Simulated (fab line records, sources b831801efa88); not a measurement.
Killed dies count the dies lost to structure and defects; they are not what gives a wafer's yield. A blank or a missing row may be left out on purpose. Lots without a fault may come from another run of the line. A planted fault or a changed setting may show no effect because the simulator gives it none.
Matching of chambers -- flow sky130 -- 4 sister chambers for SKY_VIA4_CMP_02 on cmp-02
The step polishes SiO2. 4 wafers are shown with their chamber, then 7 later ones without.

== WAFERS PAIRED WITH THEIR CHAMBERS ==
wafer,chamber,motor-current-A (A)
L323.1,1,10.9
L337.3,3,12.2
L338.3,2,12.2
L338.4,0,10.7

== WAFERS WITH NO CHAMBER GIVEN ==
wafer,motor-current-A (A)
L338.5,11.3
L341.1,12.1
L341.4,11.9
L341.5,12.0
L343.3,10.0
L343.5,10.3
L343.6,10.9

== CHAMBER TAKEN BY EACH ==
wafer,from the rows above,in truth
L338.5,can't be placed: 1 or 0 or 2 or 3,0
L341.1,can't be placed: 2 or 3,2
L341.4,can't be placed: 2 or 3 or 1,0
L341.5,can't be placed: 2 or 3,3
L343.3,can't be placed: 0 or 1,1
L343.5,can't be placed: 0 or 1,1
L343.6,can't be placed: 1 or 0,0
Placed correctly: 0 of 7. Not placeable from these rows: 7 (in 6, the candidates include the true chamber). Number placed wrongly: 0.
How it was worked out, from the rows above alone: a wafer's distance from a chamber is the root of the sum, over the readings, of the square of ((its reading less the chamber's mean) divided by the reading's scatter). If the next closest chamber is less than 2 further off than the closest, the wafer can't be placed; otherwise it belongs to the closest. The mean given for a chamber averages the wafers shown for that chamber. The scatter: with one shown wafer a chamber, the root of the mean of the squares of how far each hidden wafer lies from its nearest shown one.
